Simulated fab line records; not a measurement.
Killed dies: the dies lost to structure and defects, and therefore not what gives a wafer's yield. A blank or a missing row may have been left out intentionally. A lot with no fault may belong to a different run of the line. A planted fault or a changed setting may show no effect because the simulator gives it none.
Check of tool commonality / flow sky130 / 12 lots, 36 wafers sampled

REASON FOR OPENING
On 2 of the 12 lots, a flag is raised at SKY_VT_ADJUST_HVTR_CD_MEAS_07 on the reading cdNm. Wafers without a fault read 379.7 nm, standard deviation 2.5.
Rule: flag the lot when none of its wafers has a number, or when each of its wafers that has one lies beyond 4 standard deviations from that mean. As for the other lots, they are considered sound.

lot=L728; measured=day 9 06:19; on=cdSem-02; cdNm (nm), wafer by wafer=378.4 382.2 375.2; flag=
lot=L729; measured=day 9 21:08; on=cdSem-01; cdNm (nm), wafer by wafer=378.8 379.3 378.3; flag=
lot=L732; measured=day 10 20:58; on=cdSem-02; cdNm (nm), wafer by wafer=378.2 376.4 378.2; flag=
lot=L733; measured=day 11 01:06; on=cdSem-02; cdNm (nm), wafer by wafer=377.3 376.1 377.6; flag=
lot=L734; measured=day 11 10:35; on=cdSem-01; cdNm (nm), wafer by wafer=383.2 380.8 382.5; flag=
lot=L735; measured=day 11 11:32; on=cdSem-01; cdNm (nm), wafer by wafer=379.9 381.1 381.5; flag=
lot=L736; measured=day 11 21:13; on=cdSem-01; cdNm (nm), wafer by wafer=378.5 379.0 377.2; flag=
lot=L741; measured=day 13 16:45; on=cdSem-01; cdNm (nm), wafer by wafer=421.2 420.3 421.6; flag=FLAGGED
lot=L742; measured=day 13 20:39; on=cdSem-01; cdNm (nm), wafer by wafer=424.0 425.2 423.3; flag=FLAGGED
lot=L747; measured=day 15 05:58; on=cdSem-01; cdNm (nm), wafer by wafer=381.9 381.4 381.0; flag=
lot=L749; measured=day 15 19:10; on=cdSem-01; cdNm (nm), wafer by wafer=377.0 375.2 376.1; flag=
lot=L751; measured=day 16 11:22; on=cdSem-02; cdNm (nm), wafer by wafer=379.2 380.5 379.8; flag=
The mean of the flagged lots' numbers is 422.6 nm, +42.9 nm from the usual (+17 standard deviations).

WHICH TOOL EACH LOT WENT THROUGH
The record holds 3 process steps before the reading, out of a route of 708 steps. Cell contents, in order: the tool; ch with the chambers the sampled wafers went through; the start.
lot=L728; flag=; SKY_PWDE_STRIP_09=plasmaAsher-01 ch 0,1, day 3 19:46; SKY_NWELL_STRIP_14=plasmaAsher-04 ch 0,1, day 4 11:58; SKY_VT_ADJUST_HVTR_DEVELOP_06=lithoTrack-03 ch 0, day 9 06:10
lot=L729; flag=; SKY_PWDE_STRIP_09=plasmaAsher-04 ch 0,1, day 4 05:44; SKY_NWELL_STRIP_14=plasmaAsher-03 ch 0,1, day 4 23:11; SKY_VT_ADJUST_HVTR_DEVELOP_06=lithoTrack-03 ch 0, day 9 20:59
lot=L732; flag=; SKY_PWDE_STRIP_09=plasmaAsher-04 ch 0,1, day 4 23:43; SKY_NWELL_STRIP_14=plasmaAsher-04 ch 0,1, day 5 17:56; SKY_VT_ADJUST_HVTR_DEVELOP_06=lithoTrack-04 ch 0, day 10 20:49
lot=L733; flag=; SKY_PWDE_STRIP_09=plasmaAsher-04 ch 0,1, day 5 03:35; SKY_NWELL_STRIP_14=plasmaAsher-03 ch 0,1, day 5 21:19; SKY_VT_ADJUST_HVTR_DEVELOP_06=lithoTrack-03 ch 0, day 11 00:57
lot=L734; flag=; SKY_PWDE_STRIP_09=plasmaAsher-03 ch 0,1, day 5 09:59; SKY_NWELL_STRIP_14=plasmaAsher-03 ch 0,1, day 6 04:07; SKY_VT_ADJUST_HVTR_DEVELOP_06=lithoTrack-02 ch 0, day 11 10:27
lot=L735; flag=; SKY_PWDE_STRIP_09=plasmaAsher-01 ch 0,1, day 5 11:40; SKY_NWELL_STRIP_14=plasmaAsher-02 ch 0,1, day 6 06:05; SKY_VT_ADJUST_HVTR_DEVELOP_06=lithoTrack-02 ch 0, day 11 11:24
lot=L736; flag=; SKY_PWDE_STRIP_09=plasmaAsher-03 ch 0,1, day 5 18:19; SKY_NWELL_STRIP_14=plasmaAsher-03 ch 0,1, day 6 12:22; SKY_VT_ADJUST_HVTR_DEVELOP_06=lithoTrack-02 ch 0, day 11 21:04
lot=L741; flag=FLAGGED; SKY_PWDE_STRIP_09=plasmaAsher-04 ch 0,1, day 7 02:49; SKY_NWELL_STRIP_14=plasmaAsher-03 ch 0,1, day 7 23:22; SKY_VT_ADJUST_HVTR_DEVELOP_06=lithoTrack-03 ch 0, day 13 16:36
lot=L742; flag=FLAGGED; SKY_PWDE_STRIP_09=plasmaAsher-01 ch 0,1, day 7 06:19; SKY_NWELL_STRIP_14=plasmaAsher-03 ch 0,1, day 8 02:52; SKY_VT_ADJUST_HVTR_DEVELOP_06=lithoTrack-03 ch 0, day 13 20:30
lot=L747; flag=; SKY_PWDE_STRIP_09=plasmaAsher-01 ch 0,1, day 8 08:49; SKY_NWELL_STRIP_14=plasmaAsher-02 ch 0,1, day 9 05:43; SKY_VT_ADJUST_HVTR_DEVELOP_06=lithoTrack-02 ch 0, day 15 05:49
lot=L749; flag=; SKY_PWDE_STRIP_09=plasmaAsher-03 ch 0,1, day 8 18:10; SKY_NWELL_STRIP_14=plasmaAsher-03 ch 0,1, day 9 15:49; SKY_VT_ADJUST_HVTR_DEVELOP_06=lithoTrack-04 ch 0, day 15 19:01
lot=L751; flag=; SKY_PWDE_STRIP_09=plasmaAsher-04 ch 0, day 9 06:11; SKY_NWELL_STRIP_14=plasmaAsher-02 ch 0,1, day 10 04:14; SKY_VT_ADJUST_HVTR_DEVELOP_06=lithoTrack-02 ch 0, day 16 11:13
These steps, and what they do:
- SKY_PWDE_STRIP_09: strips in O2/N2.
- SKY_NWELL_STRIP_14: strips in O2/N2.
- SKY_VT_ADJUST_HVTR_DEVELOP_06: develop time 60 s.
- SKY_VT_ADJUST_HVTR_CD_MEAS_07: target cd 380 nm.

FLAGGED AGAINST TOTAL, ONE TOOL AT A TIME (gauges that did the reading follow at the end)
step=SKY_PWDE_STRIP_09; tool=plasmaAsher-01; lots run=4; flagged=1; share of the flagged lots=some; sound lots run after its first flagged lot=1 (L747)
step=SKY_PWDE_STRIP_09; tool=plasmaAsher-03; lots run=3; flagged=0; share of the flagged lots=none; sound lots run after its first flagged lot=-
step=SKY_PWDE_STRIP_09; tool=plasmaAsher-04; lots run=5; flagged=1; share of the flagged lots=some; sound lots run after its first flagged lot=1 (L751)
step=SKY_NWELL_STRIP_14; tool=plasmaAsher-02; lots run=3; flagged=0; share of the flagged lots=none; sound lots run after its first flagged lot=-
step=SKY_NWELL_STRIP_14; tool=plasmaAsher-03; lots run=7; flagged=2; share of the flagged lots=all; sound lots run after its first flagged lot=1 (L749)
step=SKY_NWELL_STRIP_14; tool=plasmaAsher-04; lots run=2; flagged=0; share of the flagged lots=none; sound lots run after its first flagged lot=-
step=SKY_VT_ADJUST_HVTR_DEVELOP_06; tool=lithoTrack-02; lots run=5; flagged=0; share of the flagged lots=none; sound lots run after its first flagged lot=-
step=SKY_VT_ADJUST_HVTR_DEVELOP_06; tool=lithoTrack-03; lots run=5; flagged=2; share of the flagged lots=all; sound lots run after its first flagged lot=0
step=SKY_VT_ADJUST_HVTR_DEVELOP_06; tool=lithoTrack-04; lots run=2; flagged=0; share of the flagged lots=none; sound lots run after its first flagged lot=-
step=SKY_VT_ADJUST_HVTR_CD_MEAS_07; tool=cdSem-01; lots run=8; flagged=2; share of the flagged lots=all; sound lots run after its first flagged lot=2 (L747,L749)
step=SKY_VT_ADJUST_HVTR_CD_MEAS_07; tool=cdSem-02; lots run=4; flagged=0; share of the flagged lots=none; sound lots run after its first flagged lot=-

WHAT THE TABLE PERMITS
All flagged lots were run by 3 table rows, namely plasmaAsher-03 at SKY_NWELL_STRIP_14, lithoTrack-03 at SKY_VT_ADJUST_HVTR_DEVELOP_06, cdSem-01 at SKY_VT_ADJUST_HVTR_CD_MEAS_07.
- plasmaAsher-03 at SKY_NWELL_STRIP_14: 2 of its 7 lots flagged. After the first flagged lot (L749), sound lots still ran on it; a lasting fault on the whole tool would not permit that.
- lithoTrack-03 at SKY_VT_ADJUST_HVTR_DEVELOP_06: 2 of its 5 lots flagged. Its last sound lot is L733 (day 11 00:57), its first flagged lot L741 (day 13 16:36): a fault that began between those two fits.
- cdSem-01 at SKY_VT_ADJUST_HVTR_CD_MEAS_07: 2 of its 8 lots flagged. After the first flagged lot (L747, L749), sound lots still ran on it; a lasting fault on the whole tool would not permit that.
lithoTrack-03 at SKY_VT_ADJUST_HVTR_DEVELOP_06 is the single tool remaining.

WHAT HAD BEEN PUT IN BY THE SIMULATOR
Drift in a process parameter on lithoTrack-03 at SKY_VT_ADJUST_HVTR_DEVELOP_06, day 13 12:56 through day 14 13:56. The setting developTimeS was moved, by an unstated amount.
Lots struck among those shown: L741, L742. The rule above reached the same finding.
